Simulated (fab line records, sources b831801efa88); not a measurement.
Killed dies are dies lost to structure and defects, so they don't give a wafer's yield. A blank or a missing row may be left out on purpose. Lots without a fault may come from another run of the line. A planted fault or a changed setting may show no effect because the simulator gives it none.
Chamber matching | flow gf180mcu | GF_STI_CMP_25 on cmp-01: 4 sister chambers
The step polishes, stops on Si3N4, t overpolish 33 s, target thk 524.6 nm. 8 wafers are shown with their chamber, then 8 later ones without.

WAFERS WITH THEIR CHAMBER
wafer  | chamber | motor_current_A (A) | time_to_endpoint_s (s)
L661.6 | 2       | 11.0                | 134
L662.2 | 1       | 11.8                | 124
L662.6 | 2       | 10.2                | 131
L663.2 | 1       | 13.0                | 121
L667.1 | 3       | 12.0                | 127
L667.3 | 0       | 10.2                | 129
L667.5 | 3       | 11.4                | 132
L669.1 | 0       | 10.5                | 124

WAFERS WITHOUT THEIR CHAMBER
wafer  | motor_current_A (A) | time_to_endpoint_s (s)
L669.2 | 11.0                | 133
L669.5 | 11.5                | 125
L671.1 | 11.2                | 130
L671.3 | 11.2                | 110
L671.6 | 11.6                | 108
L682.2 | 10.4                | 120
L682.3 | 10.8                | 124
L682.6 | 10.7                | 125

WHICH CHAMBER EACH WENT THROUGH
wafer  | from the rows above               | in truth
L669.2 | can't be placed: 2 or 3 or 0      | 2
L669.5 | can't be placed: 3 or 1 or 0 or 2 | 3
L671.1 | can't be placed: 3 or 2 or 0      | 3
L671.3 | can't be placed: 1 or 0 or 3      | 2
L671.6 | can't be placed: 1 or 0           | 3
L682.2 | can't be placed: 0 or 1 or 3      | 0
L682.3 | can't be placed: 0 or 3 or 1 or 2 | 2
L682.6 | can't be placed: 0 or 3 or 2      | 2
Placed correctly: 0 of 8. Can't be placed from these rows: 8 (the true chamber is among the candidates in 6). Placed wrongly: 0.
How it was worked out, from the rows above alone: a wafer's distance from a chamber is the root of the sum, over the readings, of the square of ((its reading less the chamber's mean) divided by the reading's scatter). The wafer belongs to the nearest chamber; if the next one is less than 2 further off, it can't be placed. A chamber's mean is the mean of its shown wafers. The scatter: the root of (the sum of the squares of (reading less its chamber's mean) over the shown wafers, divided by (wafers less chambers)).
